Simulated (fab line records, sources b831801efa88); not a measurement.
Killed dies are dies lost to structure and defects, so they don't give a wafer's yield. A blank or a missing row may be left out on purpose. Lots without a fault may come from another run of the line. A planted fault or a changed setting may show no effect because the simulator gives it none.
Chamber matching | flow sky130 | SKY_VIA3_HDPCVD_00 on hdpcvd-01: 3 sister chambers
The step deposits SiO2, target thk 1635 nm, time 272.5 s. 3 wafers are shown with their chamber, then 9 later ones without.

WAFERS WITH THEIR CHAMBER
wafer  | chamber | run_length_s (s)
L254.2 | 1       | 300.0
L255.2 | 0       | 299.5
L255.4 | 2       | 300.6

WAFERS WITHOUT THEIR CHAMBER
wafer  | run_length_s (s)
L256.4 | 300.5
L256.5 | 300.2
L256.6 | 300.2
L257.1 | 300.0
L257.3 | 300.4
L257.5 | 300.0
L258.1 | 300.7
L258.2 | 300.2
L258.5 | 300.5

WHICH CHAMBER EACH WENT THROUGH
wafer  | from the rows above     | in truth
L256.4 | 2                       | 2
L256.5 | can't be placed: 1 or 2 | 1
L256.6 | can't be placed: 1 or 2 | 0
L257.1 | 1                       | 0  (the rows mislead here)
L257.3 | can't be placed: 2 or 1 | 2
L257.5 | 1                       | 1
L258.1 | 2                       | 2
L258.2 | can't be placed: 1 or 2 | 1
L258.5 | 2                       | 2
Placed correctly: 4 of 9. Can't be placed from these rows: 4 (the true chamber is among the candidates in 3). Placed wrongly: 1.
How it was worked out, from the rows above alone: a wafer's distance from a chamber is the root of the sum, over the readings, of the square of ((its reading less the chamber's mean) divided by the reading's scatter). The wafer belongs to the nearest chamber; if the next one is less than 2 further off, it can't be placed. A chamber's mean is the mean of its shown wafers. The scatter: with one shown wafer a chamber, the root of the mean of the squares of how far each hidden wafer lies from its nearest shown one.
